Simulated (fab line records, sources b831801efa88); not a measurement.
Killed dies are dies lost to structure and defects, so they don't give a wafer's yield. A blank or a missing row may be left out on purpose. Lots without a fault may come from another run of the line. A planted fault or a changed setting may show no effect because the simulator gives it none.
Which tool did it? | flow gf180mcu | 13 lots, 39 wafers sampled, at 4 steps of a route of 602

WHAT THE GAUGES READ, wafer by wafer
GF_DUAL_GATE_THK_MEAS_03. Usual: DUAL_GATE_OXIDATION_00_THK 10.90 nm, standard deviation 0.22.
lot  | measured     | on            | DUAL_GATE_OXIDATION_00_THK (nm) | flag
L133 | day 7 16:35  | film_metro-03 | 11.10 11.17 10.95               |
L134 | day 7 21:56  | film_metro-03 | 11.23 10.93 11.28               |
L135 | day 8 04:53  | film_metro-03 | 10.95 10.55 10.69               |
L137 | day 8 18:37  | film_metro-03 | 11.47 11.11 11.44               |
L138 | day 9 02:36  | film_metro-04 | 11.08 11.14 11.06               |
L139 | day 9 07:14  | film_metro-04 | 10.98 11.18 11.21               |
L142 | day 10 04:12 | film_metro-01 | 11.07 11.01 11.06               |
L144 | day 10 18:32 | film_metro-01 | 10.66 10.87 10.82               |
L145 | day 10 22:14 | film_metro-04 | 10.84 10.71 10.81               |
L147 | day 11 13:47 | film_metro-04 | 10.88 10.96 10.95               |
L153 | day 13 05:38 | film_metro-04 | 10.65 10.79 10.88               |
L154 | day 13 13:28 | film_metro-03 | 10.43 10.62 10.67               |
L155 | day 13 20:11 | film_metro-04 | 10.55 10.39 10.41               |

GF_HV_LDD_TW_MEAS_50. Usual: HV_LDD_4_TW 569, standard deviation 4.7.
lot  | measured     | on            | HV_LDD_4_TW | flag
L133 | day 12 08:01 | film_metro-04 | 569 568 568 |
L134 | day 12 16:17 | film_metro-01 | 560 561 561 |
L135 | day 13 00:19 | film_metro-02 | 572 572 570 |
L137 | day 13 19:49 | film_metro-01 | 562 561 564 |
L138 | day 14 01:49 | film_metro-02 | 572 569 570 |
L139 | day 14 07:10 | film_metro-02 | 570 574 573 |
L142 | day 15 08:33 | film_metro-02 | 573 570 570 |
L144 | day 16 03:16 | film_metro-04 | 572 572 571 |
L145 | day 16 09:03 | film_metro-02 | 571 575 574 |
L147 | day 17 02:19 | film_metro-01 | 561 565 561 |
L153 | day 19 00:36 | film_metro-02 | 705 704 706 | OFF
L154 | day 19 11:17 | film_metro-02 | 706 705 706 | OFF
L155 | day 19 17:37 | film_metro-04 | 572 572 571 |

GF_PSD_TW_MEAS_11. Usual: PSD_TW 3152, standard deviation 27.
lot  | measured     | on            | PSD_TW         | flag
L133 | day 14 03:34 | film_metro-03 | 3122 3120 3126 |
L134 | day 14 12:41 | film_metro-01 | 3130 3122 3137 |
L135 | day 14 21:10 | film_metro-01 | 3148 3150 3133 |
L137 | day 15 17:28 | film_metro-01 | 3140 3149 3124 |
L138 | day 15 23:37 | film_metro-01 | 3142 3156 3170 |
L139 | day 16 06:13 | film_metro-02 | 3201 3200 3208 |
L142 | day 17 08:13 | film_metro-03 | 3135 3125 3130 |
L144 | day 18 06:02 | film_metro-01 | 3148 3154 3137 |
L145 | day 18 10:25 | film_metro-02 | 3189 3172 3184 |
L147 | day 19 04:34 | film_metro-01 | 3144 3132 3150 |
L153 | day 21 05:00 | film_metro-01 | 3139 3150 3137 |
L154 | day 21 15:38 | film_metro-01 | 3135 3133 3132 |
L155 | day 21 21:23 | film_metro-03 | 3140 3136 3125 |

WHICH TOOL RAN EACH LOT (tool, then ch and the chambers of the sampled wafers, then the start)
lot  | GF_HV_LDD_IMPLANT_48
L133 | implanter-02 ch 0, day 12 07:45
L134 | implanter-03 ch 0, day 12 16:05
L135 | implanter-02 ch 0, day 13 00:05
L137 | implanter-02 ch 0, day 13 19:35
L138 | implanter-03 ch 0, day 14 01:35
L139 | implanter-03 ch 0, day 14 06:56
L142 | implanter-03 ch 0, day 15 08:19
L144 | implanter-02 ch 0, day 16 03:03
L145 | implanter-04 ch 0, day 16 08:48
L147 | implanter-02 ch 0, day 17 02:05
L153 | implanter-02 ch 0, day 19 00:22
L154 | implanter-02 ch 0, day 19 11:02
L155 | implanter-03 ch 0, day 19 17:24
- GF_HV_LDD_IMPLANT_48

WHAT THE TOOLS THEMSELVES READ (means of the sampled wafers that have a number; where no wafer has one, the mark that the record gives instead)
GF_HV_LDD_IMPLANT_48. Usual: dose_ions_cm2 3e+13, standard deviation 3.4e+10; faraday_current_uA 169, standard deviation 3.7.
lot  | tool         | dose_ions_cm2 | faraday_current_uA | flag
L133 | implanter-02 | 3e+13         | 170                |
L134 | implanter-03 | 3e+13         | 166                |
L135 | implanter-02 | 3e+13         | 170                |
L137 | implanter-02 | 3e+13         | 167                |
L138 | implanter-03 | 3e+13         | 168                |
L139 | implanter-03 | 3e+13         | 170                |
L142 | implanter-03 | 3e+13         | 170                |
L144 | implanter-02 | 3e+13         | 171                |
L145 | implanter-04 | 3e+13         | 175                |
L147 | implanter-02 | 3e+13         | 170                |
L153 | implanter-02 | 6e+13         | 330                | OFF
L154 | implanter-02 | 6e+13         | 328                | OFF
L155 | implanter-03 | 3e+13         | 172                |

THE ANSWER, worked out from the rows above alone
Rule: a lot is off if the mean of its wafers that have a number lies more than 3 standard deviations from the usual mean. A lot without any number at a reading at which 4 lots or more have one is off too. The other lots that the step has rows for count as sound. The gauges are gone through in route order, then the tools' own readings, and for those a lot's mean is taken as printed above. The first step at which some lot is off is used, and at that step the reading that is off furthest; a lot without a number counts as furthest.
Off: L153, L154, at GF_HV_LDD_TW_MEAS_50 (HV_LDD_4_TW).
A tool fits if, at a process step before that reading, it ran every lot that is off, and no sound lot after the first of them. The gauges at GF_HV_LDD_TW_MEAS_50 aren't tried: what is off there is off at GF_HV_LDD_IMPLANT_48 too, on other tools, and a gauge's error can't cause that. One fits: implanter-02 at GF_HV_LDD_IMPLANT_48. Its last sound lot is L147 (day 17 02:05), its first lot that is off L153 (day 19 00:22): a fault that began between those two fits.
The tool's own readings at GF_HV_LDD_IMPLANT_48 bear it out: on the lots that are off they differ by more than 5 times the standard deviation of the sound lots' means. dose_ions_cm2 reads 6e+13 there against 3e+13 on the sound lots; faraday_current_uA reads 329 there against 170 on the sound lots.

WHAT THE SIMULATOR HAD PUT IN
Process parameter drift: implanter-02, from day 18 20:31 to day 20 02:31, at GF_HV_LDD_IMPLANT_48. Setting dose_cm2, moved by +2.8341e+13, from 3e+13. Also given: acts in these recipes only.
Lots struck among those shown: L153, L154. The rule above found the same.
